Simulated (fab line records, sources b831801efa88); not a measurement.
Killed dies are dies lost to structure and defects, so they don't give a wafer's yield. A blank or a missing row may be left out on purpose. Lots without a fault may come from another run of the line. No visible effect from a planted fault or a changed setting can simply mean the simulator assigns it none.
Problem report in the 8D (eight disciplines) form, filled by code    flow gf180mcu    the parts of the form that need people (team, actions taken, sign-off) are left out

== 1. WHAT WENT WRONG ==
Mean of rf_fwd_power_W at GF_V3_ETCH_16: 295.8 W across 2 wafers in 2 lots; on wafers with no fault it is 494.4 W (standard deviation 2.1). That puts it -95 standard deviations away from the usual mean.
The step: etches BARC in N2/H2.
Seen first at day 28 10:16 on rie_diel-03, wafer L896.3. The record holds 18 wafers of 6 lots with a number at this step. Rule for "out", or "out of limits": more than 4 standard deviations from the usual mean. Any other wafer with a number is counted as sound.

== 2. WHAT IT IS AND WHAT IT IS NOT ==
question                     is                              is not
which readings at this step  rf_fwd_power_W, oes_product_au  drypump_motor_current_A, throttle_valve_pct
which lots                   L896, L899                      L879, L887, L891, L901
which wafers of those lots   L896.3, L899.3                  L896.1, L896.2, L899.1, L899.2
read on which tools          rie_diel-03                     rie_diel-04
when                         from day 28 10:16               up to then (11 sound wafers); but 5 sound wafers of L899, L901 came after

== 3. THE SUSPECTS, EACH WITH WHAT RULES IT OUT ==
Counting: a tool at a process step up to the reading stays a suspect if it ran every lot that is out. Sound lots after the first of them don't rule it out here, since some wafers of a struck lot are sound.
- rie_diel-03 at GF_V3_ETCH_16 (etches BARC in N2/H2): kept. Ran every lot that is out, first one L896 (day 28 10:16); last sound lot up to then L879 (day 23 04:47). Its own readings are out on those wafers: oes_product_au, rf_fwd_power_W.
- In rie_diel-03 at GF_V3_ETCH_16, the wafers that are out were processed in chamber 2 and their sound lot-mates in chambers 0, 1, 3.
The count leaves rie_diel-03 at GF_V3_ETCH_16.

== 4. THE CAUSE (what the simulator had put in) ==
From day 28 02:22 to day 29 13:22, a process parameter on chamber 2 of rie_diel-03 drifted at GF_V3_ETCH_16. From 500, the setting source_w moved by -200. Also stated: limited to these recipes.
Counting left only this tool.

== 5. SEQUENCE OF EFFECTS, ordered by route ==
Each row: a reading whose mean over the struck wafers that have a number lies more than 3 standard deviations from the usual. Only readings whose record carries a usual standard deviation are examined. hours: median over the lots of the time between each lot's start at the first step of this table that gives one and its start at this step. sigmas: the change, counted in usual standard deviations.
hours  step           reading         usual       on struck wafers  change  sigmas
0      GF_V3_ETCH_16  oes_product_au  0.855 a.u.  0.786             -0.069  -14
0      GF_V3_ETCH_16  rf_fwd_power_W  494.4 W     295.8             -198.6  -95
Here are the process steps it includes:
- GF_V3_ETCH_16: etches BARC in N2/H2.

== 6. HOW IT WOULD HAVE BEEN CAUGHT EARLIER ==
In this record the first reading out of limits was taken at day 28 10:16, 8 hours after the fault began at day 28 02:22.
